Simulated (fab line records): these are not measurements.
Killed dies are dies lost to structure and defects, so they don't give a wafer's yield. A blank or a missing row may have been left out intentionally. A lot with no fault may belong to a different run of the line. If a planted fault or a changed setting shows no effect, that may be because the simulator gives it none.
Tool commonality check :: flow gf180mcu :: Sampled: 12 lots, 36 wafers

## THE REASON FOR OPENING IT
At GF_HV_LDD_TW_MEAS_11 the reading HV_LDD_TW is flagged on 2 of 12 lots. Wafers without a fault read 2414, standard deviation 17.
Rule: a lot gets a flag if all its wafers with a number sit over 4 standard deviations from that mean, or if no wafer of it has a number. As for the other lots, they are considered sound.

lot: L997
measured: day 10 00:15
on: film-metro-02
HV_LDD_TW, wafer by wafer: 2424 2414 2425
flag: 

lot: L998
measured: day 10 05:59
on: film-metro-02
HV_LDD_TW, wafer by wafer: 2412 2426 2402
flag: 

lot: L101
measured: day 11 06:47
on: film-metro-02
HV_LDD_TW, wafer by wafer: 2402 2419 2432
flag: 

lot: L103
measured: day 11 18:28
on: film-metro-04
HV_LDD_TW, wafer by wafer: 2428 2438 2428
flag: 

lot: L108
measured: day 13 10:40
on: film-metro-02
HV_LDD_TW, wafer by wafer: 2418 2412 2418
flag: 

lot: L112
measured: day 14 15:17
on: film-metro-01
HV_LDD_TW, wafer by wafer: 2271 2272 2276
flag: FLAGGED

lot: L113
measured: day 14 23:48
on: film-metro-04
HV_LDD_TW, wafer by wafer: 2409 2419 2407
flag: 

lot: L114
measured: day 15 06:52
on: film-metro-02
HV_LDD_TW, wafer by wafer: 2310 2314 2307
flag: FLAGGED

lot: L115
measured: day 15 18:55
on: film-metro-01
HV_LDD_TW, wafer by wafer: 2389 2380 2393
flag: 

lot: L118
measured: day 16 11:55
on: film-metro-02
HV_LDD_TW, wafer by wafer: 2428 2434 2429
flag: 

lot: L119
measured: day 16 16:50
on: film-metro-02
HV_LDD_TW, wafer by wafer: 2442 2445 2436
flag: 

lot: L120
measured: day 17 01:43
on: film-metro-04
HV_LDD_TW, wafer by wafer: 2408 2409 2406
flag: 
The mean of the flagged lots' numbers is 2292, -122 from the usual (-7 standard deviations).

## LOT BY LOT: THE TOOL USED
The record holds 2 process steps before the reading, out of a route of 602 steps. Cell contents, in order: the tool; ch with the chambers the sampled wafers went through; the start.
lot: L997
flag: 
GF_MVSD_STRIP_10: plasma-asher-04 ch 0,1, day 4 11:32
GF_HV_LDD_IMPLANT_09: implanter-03 ch 0, day 10 00:00

lot: L998
flag: 
GF_MVSD_STRIP_10: plasma-asher-01 ch 0,1, day 4 16:31
GF_HV_LDD_IMPLANT_09: implanter-04 ch 0, day 10 05:46

lot: L101
flag: 
GF_MVSD_STRIP_10: plasma-asher-02 ch 0,1, day 5 09:56
GF_HV_LDD_IMPLANT_09: implanter-04 ch 0, day 11 06:34

lot: L103
flag: 
GF_MVSD_STRIP_10: plasma-asher-04 ch 0,1, day 5 21:35
GF_HV_LDD_IMPLANT_09: implanter-04 ch 0, day 11 18:14

lot: L108
flag: 
GF_MVSD_STRIP_10: plasma-asher-02 ch 0,1, day 7 02:43
GF_HV_LDD_IMPLANT_09: implanter-03 ch 0, day 13 10:26

lot: L112
flag: FLAGGED
GF_MVSD_STRIP_10: plasma-asher-04 ch 0,1, day 8 01:32
GF_HV_LDD_IMPLANT_09: implanter-04 ch 0, day 14 15:02

lot: L113
flag: 
GF_MVSD_STRIP_10: plasma-asher-04 ch 0,1, day 8 10:08
GF_HV_LDD_IMPLANT_09: implanter-03 ch 0, day 14 23:34

lot: L114
flag: FLAGGED
GF_MVSD_STRIP_10: plasma-asher-02 ch 0,1, day 8 14:25
GF_HV_LDD_IMPLANT_09: implanter-04 ch 0, day 15 06:38

lot: L115
flag: 
GF_MVSD_STRIP_10: plasma-asher-04 ch 0,1, day 8 20:50
GF_HV_LDD_IMPLANT_09: implanter-03 ch 0, day 15 18:41

lot: L118
flag: 
GF_MVSD_STRIP_10: plasma-asher-02 ch 0,1, day 9 12:44
GF_HV_LDD_IMPLANT_09: implanter-02 ch 0, day 16 11:40

lot: L119
flag: 
GF_MVSD_STRIP_10: plasma-asher-02 ch 0,1, day 9 18:07
GF_HV_LDD_IMPLANT_09: implanter-03 ch 0, day 16 16:37

lot: L120
flag: 
GF_MVSD_STRIP_10: plasma-asher-01 ch 0,1, day 9 22:59
GF_HV_LDD_IMPLANT_09: implanter-03 ch 0, day 17 01:28
These steps, and what they do:
- GF_MVSD_STRIP_10: strips in O2/N2.
- GF_HV_LDD_IMPLANT_09
- GF_HV_LDD_TW_MEAS_11

## FLAGGED OVER TOTAL, TOOL BY TOOL (the gauges that took the reading come last)
step: GF_MVSD_STRIP_10
tool: plasma-asher-01
lots run: 2
flagged: 0
share of the flagged lots: none
sound lots run after its first flagged lot: -

step: GF_MVSD_STRIP_10
tool: plasma-asher-02
lots run: 5
flagged: 1
share of the flagged lots: some
sound lots run after its first flagged lot: 2 (L118,L119)

step: GF_MVSD_STRIP_10
tool: plasma-asher-04
lots run: 5
flagged: 1
share of the flagged lots: some
sound lots run after its first flagged lot: 2 (L113,L115)

step: GF_HV_LDD_IMPLANT_09
tool: implanter-02
lots run: 1
flagged: 0
share of the flagged lots: none
sound lots run after its first flagged lot: -

step: GF_HV_LDD_IMPLANT_09
tool: implanter-03
lots run: 6
flagged: 0
share of the flagged lots: none
sound lots run after its first flagged lot: -

step: GF_HV_LDD_IMPLANT_09
tool: implanter-04
lots run: 5
flagged: 2
share of the flagged lots: all
sound lots run after its first flagged lot: 0

step: GF_HV_LDD_TW_MEAS_11
tool: film-metro-01
lots run: 2
flagged: 1
share of the flagged lots: some
sound lots run after its first flagged lot: 1 (L115)

step: GF_HV_LDD_TW_MEAS_11
tool: film-metro-02
lots run: 7
flagged: 1
share of the flagged lots: some
sound lots run after its first flagged lot: 2 (L118,L119)

step: GF_HV_LDD_TW_MEAS_11
tool: film-metro-04
lots run: 3
flagged: 0
share of the flagged lots: none
sound lots run after its first flagged lot: -

## WHAT THE TABLE PERMITS
1 row of the table ran every flagged lot: implanter-04 at GF_HV_LDD_IMPLANT_09.
- implanter-04 at GF_HV_LDD_IMPLANT_09 ran 5 lots, 2 of them flagged. A fault beginning between L103 (day 11 18:14), its last sound lot, and L112 (day 14 15:02), its first flagged one, fits the data.
implanter-04 at GF_HV_LDD_IMPLANT_09 is the single tool remaining.

## WHAT WAS PUT IN BY THE SIMULATOR
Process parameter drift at GF_HV_LDD_IMPLANT_09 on implanter-04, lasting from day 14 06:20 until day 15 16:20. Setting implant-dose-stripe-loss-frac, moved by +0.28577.
Struck lots among those shown: L112, L114. The rule above reached the same finding.
